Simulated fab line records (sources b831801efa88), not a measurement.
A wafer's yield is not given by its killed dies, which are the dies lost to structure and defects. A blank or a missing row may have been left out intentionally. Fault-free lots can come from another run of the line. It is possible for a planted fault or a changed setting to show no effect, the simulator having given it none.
The tool behind it: which one? | flow sky130 | 11 lots with 33 wafers sampled at 4 steps, on a route of 708 steps

== WHAT EACH GAUGE READ, for each wafer ==
SKY_VIA4_THK_MEAS_01.
lot  | measured     | on            | VIA4_HDPCVD_THK (nm)
L595 | day 41 19:15 | film-metro-04 | 1757 1742 1735
L596 | day 42 04:24 | film-metro-01 | 1764 1763 1743
L597 | day 42 12:40 | film-metro-01 | 1723 1704 1761
L605 | day 44 18:34 | film-metro-01 | 1716 1464 1752
L607 | day 45 06:16 | film-metro-03 | 1490 1486 1744
L608 | day 45 09:47 | film-metro-04 | 1773 1749 1760
L609 | day 45 22:17 | film-metro-01 | 1774 1755 1753
L612 | day 46 14:30 | film-metro-01 | 1752 1747 1757
L616 | day 47 15:20 | film-metro-03 | 1739 1742 1744
L617 | day 47 17:11 | film-metro-04 | 1742 1743 1737
L618 | day 48 05:05 | film-metro-01 | 1729 1750 1724

SKY_VIA4_OVL_MEAS_11.
lot  | measured     | on         | VIA4_OVL (nm)
L595 | day 42 18:16 | overlay-01 | -0.2 0.0 -1.0
L596 | day 43 04:01 | overlay-01 | 2.1 1.3 1.2
L597 | day 43 12:48 | overlay-01 | 1.7 1.8 0.9
L605 | day 45 17:23 | overlay-01 | 2.5 1.2 1.5
L607 | day 46 03:56 | overlay-01 | 0.6 0.9 0.5
L608 | day 46 06:54 | overlay-01 | 0.4 0.4 -0.2
L609 | day 46 19:16 | overlay-02 | 2.5 2.8 2.3
L612 | day 47 11:05 | overlay-02 | 1.8 0.1 1.7
L616 | day 48 10:55 | overlay-01 | 3.3 2.3 0.5
L617 | day 48 12:05 | overlay-02 | 2.6 1.5 2.5
L618 | day 48 23:56 | overlay-01 | -0.1 1.0 0.8

== WHICH TOOL RAN EACH LOT (tool, then ch and the chambers of the sampled wafers, then the start) ==
lot  | SKY_VIA3_SPUTTER_20          | SKY_VIA4_HDPCVD_00
L595 | pvd-sputter-03, day 39 15:44 | hdpcvd-01 ch 0,1,2, day 41 19:05
L596 | pvd-sputter-03, day 40 01:34 | hdpcvd-02 ch 0,2, day 42 04:13
L597 | pvd-sputter-02, day 40 10:37 | hdpcvd-01 ch 0,1, day 42 12:28
L605 | pvd-sputter-02, day 42 16:41 | hdpcvd-01 ch 0,1, day 44 18:23
L607 | pvd-sputter-02, day 43 05:58 | hdpcvd-01 ch 0,1, day 45 06:05
L608 | pvd-sputter-02, day 43 09:16 | hdpcvd-02 ch 0,1,2, day 45 09:36
L609 | pvd-sputter-03, day 43 22:50 | hdpcvd-02 ch 0,1,2, day 45 22:06
L612 | pvd-sputter-03, day 44 16:23 | hdpcvd-02 ch 1,2, day 46 14:19
L616 | pvd-sputter-03, day 45 20:02 | hdpcvd-02 ch 0,1,2, day 47 15:08
L617 | pvd-sputter-02, day 45 21:13 | hdpcvd-02 ch 0,1,2, day 47 17:00
L618 | pvd-sputter-02, day 46 09:46 | hdpcvd-01 ch 1,2, day 48 04:54
- SKY_VIA3_SPUTTER_20: material TiN, target thk 20 nm, time 80 s.
- SKY_VIA4_HDPCVD_00: deposits SiO2, target thk 1750 nm, time 291.7 s.

== AS READ BY THE TOOLS THEMSELVES (means over the sampled wafers that have a number; for cases with no such wafer, the mark the record gives instead) ==
SKY_VIA3_SPUTTER_20.
lot  | tool           | chamber-pressure-pa (Pa) | throttle-valve-pct (%)
L595 | pvd-sputter-03 | 5.011                    | 31.1
L596 | pvd-sputter-03 | 5.000                    | 31.2
L597 | pvd-sputter-02 | 5.000                    | 28.4
L605 | pvd-sputter-02 | 5.000                    | 28.9
L607 | pvd-sputter-02 | 4.994                    | 29.7
L608 | pvd-sputter-02 | 4.999                    | 28.6
L609 | pvd-sputter-03 | 4.997                    | 30.4
L612 | pvd-sputter-03 | 4.996                    | 31.0
L616 | pvd-sputter-03 | 4.997                    | 30.3
L617 | pvd-sputter-02 | 5.007                    | 29.1
L618 | pvd-sputter-02 | 4.993                    | 29.3

SKY_VIA4_HDPCVD_00.
lot  | tool      | run-length-s (s)
L595 | hdpcvd-01 | 319.0
L596 | hdpcvd-02 | 318.8
L597 | hdpcvd-01 | 318.8
L605 | hdpcvd-01 | 303.2
L607 | hdpcvd-01 | 287.4
L608 | hdpcvd-02 | 319.2
L609 | hdpcvd-02 | 318.8
L612 | hdpcvd-02 | 319.2
L616 | hdpcvd-02 | 319.1
L617 | hdpcvd-02 | 318.8
L618 | hdpcvd-01 | 318.9

== THE ANSWER, worked out from the rows above alone ==
Rule: what is usual is taken from the lots themselves. The widest of any qualifying gaps counts: lots, ordered by their means at a reading, are off when they make up no more than a third of the lots, leave a main group of 4 or more, and stand apart from it by 3 or more times the standard deviation of that group's means. If all means in a main group match to the digits the tables above print for the reading, that group is not used. Also off: a lot with no number at a reading for which 4 or more lots have one. Any other lot the step has rows for is counted as sound. First the gauges in route order, then the tools' own readings, where a lot's mean is used as printed above. The first step at which some lot is off is used, and at that step the reading that is off furthest; a lot without a number counts as furthest.
Off: L605, L607, seen at SKY_VIA4_THK_MEAS_01 (VIA4_HDPCVD_THK). The main group has a mean of 1747 nm with a standard deviation of 11.
If a tool, at a process step before that reading, ran all the lots that are off and no sound lot after the first of them, it fits. The gauges at SKY_VIA4_THK_MEAS_01 aren't tried: what is off there is off at SKY_VIA4_HDPCVD_00 too, on other tools, and a gauge's error can't cause that. No candidate that was tried fits.

== WHAT THE SIMULATOR HAD INSERTED ==
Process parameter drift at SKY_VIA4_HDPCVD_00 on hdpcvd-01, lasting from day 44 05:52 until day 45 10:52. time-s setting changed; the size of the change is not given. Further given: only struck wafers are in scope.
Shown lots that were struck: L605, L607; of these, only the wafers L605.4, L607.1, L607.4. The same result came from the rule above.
